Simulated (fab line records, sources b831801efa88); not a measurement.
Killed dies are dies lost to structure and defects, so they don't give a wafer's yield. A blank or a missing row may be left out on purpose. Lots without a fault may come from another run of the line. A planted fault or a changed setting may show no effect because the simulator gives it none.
Problem report in the 8D (eight disciplines) form, filled by code | flow sky130 | the parts of the form that need people (team, actions taken, sign-off) are left out

1. THE PROBLEM
CAPM_TIN_RS at SKY_CAPM_RS_MEAS_03 reads a mean of 5.22 ohm/sq on 9 wafers of 3 lots; wafers without a fault read 6.92 ohm/sq with a standard deviation of 0.069. That is -25 standard deviations from the usual mean.
The step: measures by four-point-probe.
First seen on wafer L103.3, day 40 14:04, on film_metro-03. The record holds 30 wafers of 10 lots with a number at this step. Rule for "out", or "out of limits": more than 4 standard deviations from the usual mean. The other wafers with a number count as sound.

2. WHAT IT IS AND WHAT IT IS NOT
question                    | is                                          | is not
which readings at this step | CAPM_TIN_RS                                 | -
which lots                  | L103, L105, L107                            | L102, L108, L109, L111, L113, L992, L995
which wafers of those lots  | all that have a number                      | -
read on which gauges        | film_metro-01, film_metro-02, film_metro-03 | -
when                        | from day 40 14:04                           | up to then (9 sound wafers); but 12 sound wafers of L108, L109, L111, L113 came after

3. SUSPECTS, AND WHAT RULES EACH OUT
Counting: a tool at a process step up to the reading stays a suspect if it ran every lot that is out and no sound lot after the first of them.
- the gauge at SKY_CAPM_RS_MEAS_03: ruled out. The wafers that are out were read on 3 gauges (film_metro-01, film_metro-02, film_metro-03).
- pvd_sputter-01 at SKY_METAL3_SPUTTER_00 (material Ti, target thk 15 nm, time 10 s): ruled out as a lasting fault. Sound lots L108, L113 ran on it after its first lot that is out, L103 (day 40 13:40).
- pvd_sputter-04 at SKY_CAPM_SPUTTER_02 (material TiN, target thk 200 nm, time 166.7 s): kept. It ran every lot that is out, first L103 (day 40 13:55), and no sound lot after that; its last sound lot up to then is L102 (day 40 11:13).
Left after counting: pvd_sputter-04 at SKY_CAPM_SPUTTER_02.

4. THE CAUSE (what the simulator had put in)
Process parameter drift: pvd_sputter-04, from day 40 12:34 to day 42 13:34, at SKY_CAPM_SPUTTER_02. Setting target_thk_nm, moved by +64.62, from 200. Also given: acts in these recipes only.
Counting left only this tool.

5. THE CHAIN OF EFFECTS, in route order
Each row: a reading whose mean over the struck wafers that have a number lies more than 3 standard deviations from the usual. Only readings for which the record gives a usual standard deviation are gone through. hours: the time from each lot's start at the first step in this table that gives one to its start at this step, as a median over the lots. sigmas: the change in usual standard deviations.
hours | step                   | reading              | usual       | on struck wafers | change | sigmas
0     | SKY_CAPM_RS_MEAS_03    | CAPM_TIN_RS          | 6.92 ohm/sq | 5.22             | -1.70  | -25
0     | SKY_CAPM_THK_MEAS_04   | CAPM_TIN_THK         | 201.8 nm    | 267.7            | +65.9  | +29
23    | SKY_CAPM_METAL_ETCH_13 | oes_product_au       | 0.940 a.u.  | 1.001            | +0.061 | +8.3
23    | SKY_CAPM_METAL_ETCH_13 | throttle_valve_pct   | 21.901 %    | 21.864           | -0.037 | -3.7
200   | SKY_PAD_OPEN_PROBE_99  | defect_limited_yield | 82.4 %      | 0.0              | -82.4  | -41
200   | SKY_PAD_OPEN_PROBE_99  | killed_at_other      | 0.3         | 408.0            | +407.7 | +99 or more
200   | SKY_PAD_OPEN_PROBE_99  | killed_dies          | 87          | 492              | +405   | +42
200   | SKY_PAD_OPEN_PROBE_99  | killed_on_rim        | 17          | 96               | +79    | +19
200   | SKY_PAD_OPEN_PROBE_99  | sort_bin_3_pad_short | 0.9 %       | 83.7             | +82.8  | +99 or more
200   | SKY_PAD_OPEN_PROBE_99  | sort_n_pass          | 405         | 0                | -405   | -42
200   | SKY_PAD_OPEN_PROBE_99  | sort_yield_pct       | 82.4 %      | 0.0              | -82.4  | -41
The process steps in it:
- SKY_CAPM_METAL_ETCH_13: etches TiN in Cl2/BCl3, stops on SiO2, target depth 220 nm, time 62.9 s.
- SKY_PAD_OPEN_PROBE_99
Later measuring or inspecting steps at which every struck wafer that the step has a row for has a number for every such reading, and none has moved that far: SKY_CAPM_OVL_MEAS_12.

6. WHAT WOULD HAVE CAUGHT IT SOONER
In this record the first reading out of limits at a measuring or inspecting step was taken at day 40 14:04, 1 hour after the fault began at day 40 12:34.
Of the tool readings at SKY_CAPM_SPUTTER_02 for which the record gives a usual standard deviation, none was out on any struck wafer, so an alarm limit of 4 standard deviations on them would not have fired.
Of the lots that are out (3), L105, L107 began SKY_CAPM_SPUTTER_02 on pvd_sputter-04 after day 40 14:04. A hold on the tool at that time would have spared those 2.
